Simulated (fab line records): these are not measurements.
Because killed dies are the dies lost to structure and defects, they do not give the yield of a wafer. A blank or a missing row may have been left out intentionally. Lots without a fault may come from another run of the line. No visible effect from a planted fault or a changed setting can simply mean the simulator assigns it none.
Matching of chambers    flow gf180mcu    GF_V5_ETCH_16 on rie diel-02: 4 sister chambers
The step etches BARC in N2/H2. 14 wafers are shown with their chamber, then 7 later ones without.

## WAFERS, EACH WITH ITS CHAMBER
wafer   chamber  drypump motor current A (A)  rf fwd power W (W)  h2 flow sccm (sccm)
L078.2  2        5.6                          492.3               200.7
L078.3  1        5.3                          494.6               200.3
L078.6  3        5.4                          493.3               199.4
L080.1  0        6.5                          496.0               200.7
L080.4  2        5.6                          492.9               199.5
L080.6  3        5.3                          496.6               200.2
L085.1  2        5.6                          494.7               199.9
L085.3  1        5.3                          493.8               201.3
L085.5  3        5.4                          495.3               199.7
L088.2  3        5.4                          492.9               201.0
L088.5  3        5.3                          493.9               200.4
L088.6  0        6.5                          496.2               198.9
L090.1  0        6.5                          495.0               199.6
L090.2  1        5.3                          491.5               200.1

SIGNATURES (means of the wafers above)
reading                  chamber 0  chamber 1  chamber 2  chamber 3  scatter within a chamber
drypump motor current A  6.500      5.300      5.600      5.360      0.0346
rf fwd power W           495.733    493.300    493.300    494.400    1.36
h2 flow sccm             199.733    200.567    200.033    200.140    0.691
Rule: a wafer's distance from a chamber is the root of the sum, over the readings, of the square of ((its reading less the chamber's mean) divided by the reading's scatter). If the next closest chamber is less than 2 further off than the closest, the wafer can't be placed; otherwise it belongs to the closest. The scatter is the square root of a quotient: the sum, over the shown wafers, of each reading's squared deviation from its chamber's mean, divided by wafers minus chambers.

## WAFERS WITH NO CHAMBER GIVEN
wafer   drypump motor current A (A)  rf fwd power W (W)  h2 flow sccm (sccm)
L090.6  5.3                          492.4               199.8
L093.3  5.4                          493.2               199.6
L093.5  6.5                          497.1               199.9
L093.6  5.4                          491.0               200.5
L097.3  6.5                          496.1               200.3
L097.5  5.6                          492.3               200.1
L097.6  5.4                          492.5               199.6

## THE CHAMBER EACH PASSED THROUGH
wafer   from the rows above      in truth
L090.6  can't be placed: 1 or 3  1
L093.3  can't be placed: 3 or 1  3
L093.5  0                        0
L093.6  can't be placed: 3 or 1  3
L097.3  0                        0
L097.5  2                        2
L097.6  can't be placed: 3 or 1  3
Correct placement for 3 of the 7. These rows do not allow placing 4 (true chamber among the candidates in 4). Number placed wrongly: 0.
